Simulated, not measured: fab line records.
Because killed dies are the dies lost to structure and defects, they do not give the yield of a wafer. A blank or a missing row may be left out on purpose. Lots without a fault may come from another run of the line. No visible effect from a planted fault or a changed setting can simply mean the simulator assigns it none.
Problem report, 8D (eight disciplines) form, completed by code :: flow sky130 :: the parts of the form that need people (team, actions taken, sign-off) are left out

== 1. PROBLEM STATEMENT ==
stripTimeToEndpointS at SKY_VIA2_STRIP_16 reads a mean of 4.560 s on 3 wafers of 2 lots; wafers without a fault read 4.040 s with a standard deviation of 0.028. That is +19 standard deviations from the usual mean.
The step: strips in O2/N2.
First seen on wafer L199.1, day 40 02:17, on plasmaAsher-03. At this step, 33 wafers from 11 lots have a number in the record. By rule, "out" or "out of limits" means more than 4 standard deviations away from the usual mean. The rest of the wafers with a number are treated as sound.

== 2. WHAT THIS IS AND IS NOT ==
question: which readings at this step
is: stripTimeToEndpointS, oesProductAu
is not: drypumpMotorCurrentA

question: which lots
is: L199, L201
is not: L188, L189, L191, L202, L203, L206, L207, L210, L211

question: which wafers of those lots
is: L199.1, L199.6, L201.6
is not: L199.4, L201.2, L201.5

question: read on which tools
is: plasmaAsher-02, plasmaAsher-03
is not: plasmaAsher-01

question: when
is: from day 40 02:17
is not: up to then (10 sound wafers); but 20 sound wafers of L201, L202, L203, L206, L207, L210, L211 came after

== 3. THE SUSPECTS, EACH WITH WHAT RULES IT OUT ==
Counting: a tool at a process step up to the reading stays a suspect if it ran every lot that is out. Sound lots after the first of them don't rule it out here, since some wafers of a struck lot are sound.
- lithoTrack-01 at SKY_VIA2_COAT_07 (resist thk 450 nm): kept. Every lot that is out went through it, the first being L199 (day 39 13:00); the last sound lot it ran before that was L188 (day 35 13:00).
After counting, what remains is lithoTrack-01 at SKY_VIA2_COAT_07.

== 4. THE CAUSE (what the simulator had put in) ==
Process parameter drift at SKY_VIA2_COAT_07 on lithoTrack-01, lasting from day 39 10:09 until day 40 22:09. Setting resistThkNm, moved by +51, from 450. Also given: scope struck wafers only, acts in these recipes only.
This tool alone remained once counting was done.

== 5. THE CHAIN OF EFFECTS, in route order ==
Each row: a reading whose mean over the struck wafers that have a number lies more than 3 standard deviations from the usual. Only readings for which the record gives a usual standard deviation are gone through. hours: the time from each lot's start at the first step in this table that gives one to its start at this step, as a median over the lots. sigmas: the change in usual standard deviations.
hours: 0
step: SKY_VIA2_STRIP_16
reading: oesProductAu
usual: 0.398 a.u.
on struck wafers: 0.422
change: +0.024
sigmas: +5.7

hours: 0
step: SKY_VIA2_STRIP_16
reading: stripTimeToEndpointS
usual: 4.040 s
on struck wafers: 4.560
change: +0.520
sigmas: +19
The process steps in it:
- SKY_VIA2_STRIP_16: strips in O2/N2.
Later measuring or inspecting steps at which every struck wafer that the step has a row for has a number for every such reading, and none has moved that far: SKY_VIA2_THK_MEAS_23.

== 6. HOW IT WOULD HAVE BEEN CAUGHT EARLIER ==
In this record the first reading out of limits was taken at day 40 02:17, 16 hours after the fault began at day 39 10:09.
Each of the lots that are out, 2 in all, had begun SKY_VIA2_COAT_07 on lithoTrack-01 no later than day 40 02:17. Holding the tool at that point would not have protected any of them.
